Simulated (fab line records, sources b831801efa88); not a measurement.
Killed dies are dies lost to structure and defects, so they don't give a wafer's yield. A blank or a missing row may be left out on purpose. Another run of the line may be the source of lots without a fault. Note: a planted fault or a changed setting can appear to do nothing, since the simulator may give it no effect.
Problem report, 8D (eight disciplines) form, completed by code -- flow sky130 -- the parts of the form that need people (team, actions taken, sign-off) are left out

== 1. WHAT WENT WRONG ==
At SKY_METAL3_SPUTTER_01, cathode dc power W averages 6973.9 W over 2 wafers from 2 lots, while fault-free wafers read 6499.9 W, standard deviation 1.3. That is +99 or more standard deviations from the usual mean.
The step: material TiN, target thk 20 nm, time 16.7 s.
Seen first at day 39 03:20 on pvd sputter-02, wafer L913.3. The record holds 39 wafers of 13 lots with a number at this step. By rule, "out" or "out of limits" means more than 4 standard deviations away from the usual mean. The other wafers with a number count as sound.

== 2. WHAT IT IS AND WHAT IT IS NOT ==
question,is,is not
which readings at this step,cathode dc power W,throttle valve pct
which lots,"L913, L916","L905, L908, L909, L911, L912, L920, L924, L925, L926, L927, L928"
which wafers of those lots,"L913.3, L916.3","L913.4, L913.6, L916.2, L916.4"
read on which tools,pvd sputter-02,"pvd sputter-03, pvd sputter-04"
when,from day 39 03:20,"up to then (17 sound wafers); but 20 sound wafers of L916, L920, L924, L925, L926, L927, L928 came after"

== 3. SUSPECTS, AND WHAT RULES EACH OUT ==
Counting: a tool at a process step up to the reading stays a suspect if it ran every lot that is out. Sound lots after the first of them don't rule it out here, since some wafers of a struck lot are sound.
- pvd sputter-02 at SKY_METAL3_SPUTTER_01 (material TiN, target thk 20 nm, time 16.7 s): kept. It ran every lot that is out, first L913 (day 39 03:20); its last sound lot up to then is L909 (day 37 13:25). Its own readings are out on those wafers: cathode dc power W.
Left after counting: pvd sputter-02 at SKY_METAL3_SPUTTER_01.

== 4. THE CAUSE (what the simulator had put in) ==
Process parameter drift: pvd sputter-02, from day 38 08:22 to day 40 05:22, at SKY_METAL3_SPUTTER_01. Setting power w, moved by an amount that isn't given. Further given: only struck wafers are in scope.
After counting, this tool was the only one left.

== 5. THE EFFECT CHAIN, in route order ==
One row per reading whose mean, taken over the struck wafers that have a number, lies over 3 standard deviations from the usual. Readings are gone through only where the record gives a usual standard deviation; hours: the median, over the lots, of the time from a lot's start at the first step in this table giving one to that lot's start at this step; sigmas: the change measured in usual standard deviations.
hours,step,reading,usual,on struck wafers,change,sigmas
0,SKY_METAL3_SPUTTER_01,cathode dc power W,6499.9 W,6973.9,+474.0,+99 or more
Its process steps:
- SKY_METAL3_SPUTTER_01: material TiN, target thk 20 nm, time 16.7 s.

== 6. HOW IT WOULD HAVE BEEN CAUGHT EARLIER ==
The fault began at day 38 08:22; the first out-of-limits reading in this record came at day 39 03:20, 19 hours later.
